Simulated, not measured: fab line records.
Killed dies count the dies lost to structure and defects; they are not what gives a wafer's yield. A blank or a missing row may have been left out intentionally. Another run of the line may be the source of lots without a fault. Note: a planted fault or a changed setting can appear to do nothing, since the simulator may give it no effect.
Matching of chambers / flow gf180mcu / GF_V5_CMP_26 on cmp-02: 3 sister chambers
The step polishes, stops on SiO2, t overpolish 15 s, target thk 0 nm. 14 wafers are shown with their chamber, then 4 later ones without.

== WAFERS, EACH WITH ITS CHAMBER ==
wafer=L316.1; chamber=2; motorCurrentA (A)=11.5; timeToEndpointS (s)=83; overpolishRunS (s)=14.997
wafer=L316.3; chamber=0; motorCurrentA (A)=14.3; timeToEndpointS (s)=88; overpolishRunS (s)=15.022
wafer=L316.5; chamber=0; motorCurrentA (A)=13.7; timeToEndpointS (s)=90; overpolishRunS (s)=15.003
wafer=L317.1; chamber=2; motorCurrentA (A)=10.8; timeToEndpointS (s)=87; overpolishRunS (s)=14.992
wafer=L317.3; chamber=3; motorCurrentA (A)=9.5; timeToEndpointS (s)=87; overpolishRunS (s)=14.989
wafer=L317.4; chamber=0; motorCurrentA (A)=14.3; timeToEndpointS (s)=87; overpolishRunS (s)=15.008
wafer=L318.1; chamber=0; motorCurrentA (A)=13.8; timeToEndpointS (s)=86; overpolishRunS (s)=14.995
wafer=L318.2; chamber=2; motorCurrentA (A)=11.2; timeToEndpointS (s)=84; overpolishRunS (s)=15.001
wafer=L318.4; chamber=3; motorCurrentA (A)=10.3; timeToEndpointS (s)=92; overpolishRunS (s)=14.999
wafer=L320.1; chamber=2; motorCurrentA (A)=10.6; timeToEndpointS (s)=87; overpolishRunS (s)=15.008
wafer=L320.3; chamber=0; motorCurrentA (A)=14.1; timeToEndpointS (s)=88; overpolishRunS (s)=14.996
wafer=L320.5; chamber=2; motorCurrentA (A)=11.3; timeToEndpointS (s)=84; overpolishRunS (s)=14.999
wafer=L325.2; chamber=3; motorCurrentA (A)=9.6; timeToEndpointS (s)=85; overpolishRunS (s)=14.993
wafer=L325.5; chamber=0; motorCurrentA (A)=13.9; timeToEndpointS (s)=87; overpolishRunS (s)=14.987

SIGNATURES (averages over the wafers above)
reading=motorCurrentA; chamber 0=14.017; chamber 2=11.080; chamber 3=9.800; scatter within a chamber=0.338
reading=timeToEndpointS; chamber 0=87.67; chamber 2=85.00; chamber 3=88.00; scatter within a chamber=2.12
reading=overpolishRunS; chamber 0=15.00183; chamber 2=14.99940; chamber 3=14.99367; scatter within a chamber=0.00922
Rule: for a wafer and a chamber, the distance is found by dividing, reading by reading, the gap between the wafer's reading and the chamber's mean by the reading's scatter, squaring, summing and taking the root. If the next closest chamber is less than 2 further off than the closest, the wafer can't be placed; otherwise it belongs to the closest. How the scatter is found: for the shown wafers, subtract from each reading the mean of its chamber, square and add these, divide the total by (wafers less chambers), then take the root.

== WAFERS MISSING THEIR CHAMBER ==
wafer=L335.2; motorCurrentA (A)=9.4; timeToEndpointS (s)=90; overpolishRunS (s)=14.997
wafer=L335.4; motorCurrentA (A)=11.7; timeToEndpointS (s)=86; overpolishRunS (s)=14.984
wafer=L336.3; motorCurrentA (A)=10.0; timeToEndpointS (s)=88; overpolishRunS (s)=15.014
wafer=L336.6; motorCurrentA (A)=10.4; timeToEndpointS (s)=85; overpolishRunS (s)=14.987

== WHICH CHAMBER EACH WENT THROUGH ==
wafer=L335.2; from the rows above=3; in truth=3
wafer=L335.4; from the rows above=2; in truth=2
wafer=L336.3; from the rows above=can't be placed: 3 or 2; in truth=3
wafer=L336.6; from the rows above=can't be placed: 3 or 2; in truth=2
Correct placement for 2 of the 4. Can't be placed from these rows: 2 (the true chamber is among the candidates in 2). Number placed wrongly: 0.
